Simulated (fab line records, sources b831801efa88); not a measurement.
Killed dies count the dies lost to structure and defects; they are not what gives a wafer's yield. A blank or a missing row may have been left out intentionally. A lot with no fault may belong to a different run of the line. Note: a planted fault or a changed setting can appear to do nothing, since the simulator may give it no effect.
Which tool is to blame?    flow sky130    6 lots with 18 wafers sampled at 3 steps, on a route of 708 steps

WHAT EACH GAUGE READ, for each wafer
SKY_SONOS_TUNNEL_OVL_MEAS_08.
lot   measured      on          SONOS_TUNNEL_OVL (nm)
L651  day 11 23:35  overlay-02  -0.7 0.3 2.2
L654  day 12 14:41  overlay-02  -2.5 -1.4 -4.3
L656  day 13 12:38  overlay-02  0.2 -1.9 -0.1
L661  day 14 23:02  overlay-01  0.8 0.5 0.3
L666  day 16 18:31  overlay-02  2.8 1.2 0.4
L668  day 17 11:41  overlay-01  288.3 288.4 290.8

WHAT TOOL EACH LOT RAN ON (gives the tool, then ch and the chambers of the sampled wafers, and finally the start)
lot   SKY_FIELD_ISO_CMP_27          SKY_SONOS_TUNNEL_EXPOSE_04
L651  cmp-01 ch 2,3, day 2 17:05    iline_stepper-01 ch 0, day 11 12:44
L654  cmp-02 ch 0,2, day 3 06:32    iline_stepper-01 ch 0, day 12 02:41
L656  cmp-01 ch 0,1,2, day 3 20:47  iline_stepper-02 ch 0, day 12 23:38
L661  cmp-01 ch 1,2,3, day 4 17:35  iline_stepper-02 ch 0, day 14 10:18
L666  cmp-01 ch 0,1, day 5 23:00    iline_stepper-02 ch 0, day 16 04:21
L668  cmp-02 ch 0,1, day 6 08:13    iline_stepper-01 ch 0, day 16 22:30
- SKY_FIELD_ISO_CMP_27: polishes, stops on Si3N4, t overpolish 16 s, target thk 457.8 nm.
- SKY_SONOS_TUNNEL_EXPOSE_04: exposes mask TUNM, target cd 410 nm.

THE ANSWER, worked out from the rows above alone
Rule: usual is defined by the lots themselves. The widest of any qualifying gaps counts: lots, ordered by their means at a reading, are off when they make up no more than a third of the lots, leave a main group of 4 or more, and stand apart from it by 3 or more times the standard deviation of that group's means. A main group is skipped when, at the precision printed for the reading in the tables above, its means are all equal. A lot without any number at a reading at which 4 lots or more have one is off too. Where the step has rows for the other lots, those lots are counted as sound.
Off: L668, at SKY_SONOS_TUNNEL_OVL_MEAS_08 (SONOS_TUNNEL_OVL). Main group: mean -0.1 nm, sd 1.5.
A tool fits if, at a process step before that reading, it ran every lot that is off, and no sound lot after the first of them. Those tools and the gauges at SKY_SONOS_TUNNEL_OVL_MEAS_08 are tried in the same way. Can't be told from this: 3 tools fit, cmp-02 at SKY_FIELD_ISO_CMP_27, iline_stepper-01 at SKY_SONOS_TUNNEL_EXPOSE_04, overlay-01 at SKY_SONOS_TUNNEL_OVL_MEAS_08.

WHAT WAS PUT IN BY THE SIMULATOR
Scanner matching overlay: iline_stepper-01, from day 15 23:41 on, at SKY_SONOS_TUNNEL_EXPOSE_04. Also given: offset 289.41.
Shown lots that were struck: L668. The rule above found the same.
